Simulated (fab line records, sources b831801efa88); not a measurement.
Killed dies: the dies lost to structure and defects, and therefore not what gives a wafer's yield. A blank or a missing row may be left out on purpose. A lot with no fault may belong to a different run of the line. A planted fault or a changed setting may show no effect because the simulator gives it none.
A single fault, viewed from 2 desks + flow sky130 + only its own numbers are on each desk; what lay behind them is given at the end

## FROM THE METROLOGY DESK
Lot by lot, what the gauges showed, no matter which tool ran the lot: averages of those sampled wafers that carry a number. The brackets show how far a lot's mean lies from the usual mean; more than 4 standard deviations puts the lot out of limits, marked OUT.
Columns: A = CAP2M_CVD_00_THK at SKY_CAP2M_THK_MEAS_01, usual 15.51 nm; B = PASSIVATION_CVD_02_THK at SKY_PASSIVATION_THK_MEAS_03, usual 541 nm
| lot  | first seen here | A     | B             |
|------|-----------------|-------|---------------|
| L784 | day 40 06:53    | 15.47 | 544           |
| L785 | day 40 11:28    | 15.72 | 539           |
| L786 | day 40 13:42    | 15.12 | 543           |
| L787 | day 41 11:52    | 15.44 | 530           |
| L788 | day 41 17:41    | 15.50 | 541           |
| L793 | day 43 04:33    | 15.42 | 653 (+19) OUT |
| L794 | day 43 12:16    | 15.31 | 647 (+18) OUT |
| L798 | day 44 12:11    | 15.86 | 539           |
| L800 | day 44 21:47    | 15.74 | 549           |
| L802 | day 45 11:10    | 15.51 | 544           |
| L803 | day 45 13:29    | 15.45 | 537           |
| L804 | day 45 16:36    | 15.62 | 538           |
This desk's finding: out of limits on L793, L794; first on L793, day 46 23:07 (PASSIVATION_CVD_02_THK at SKY_PASSIVATION_THK_MEAS_03). In limits: L784, L785, L786, L787, L788, L798, L800, L802, L803, L804.

## THE TOOL OWNER'S DESK: pecvd-04
The tool's own readings at SKY_PASSIVATION_CVD_02 (deposits Si3N4, target thk 540 nm): means of the sampled wafers that have a number, for each lot that ran on this tool. The brackets show how far a lot's mean lies from the usual mean; more than 4 standard deviations puts the lot out of limits, marked OUT.
Columns: A = heater_power_w at SKY_PASSIVATION_CVD_02, usual 754 W
| lot  | first seen here | A   |
|------|-----------------|-----|
| L785 | day 44 13:45    | 738 |
| L786 | day 44 15:20    | 669 |
| L787 | day 45 12:20    | 752 |
| L793 | day 46 22:52    | 691 |
| L794 | day 47 06:01    | 709 |
Finding of this desk: none of the 5 lots has anything out of limits.

## TAKEN TOGETHER
Metrology desk: alarm possible at day 46 23:07 on L793, L794.
The tool owner's desk saw nothing out of limits.
Tool owner's desk: L793, L794 on record, inside its limits.
All the named lots went through SKY_PASSIVATION_CVD_02 on pecvd-04.

## WHAT THE SIMULATOR PUT IN
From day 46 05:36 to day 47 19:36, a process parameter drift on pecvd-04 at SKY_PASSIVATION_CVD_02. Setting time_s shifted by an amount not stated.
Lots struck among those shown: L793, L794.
Hours from the fault's start to each desk's first reading out of limits: the metrology desk, 18.
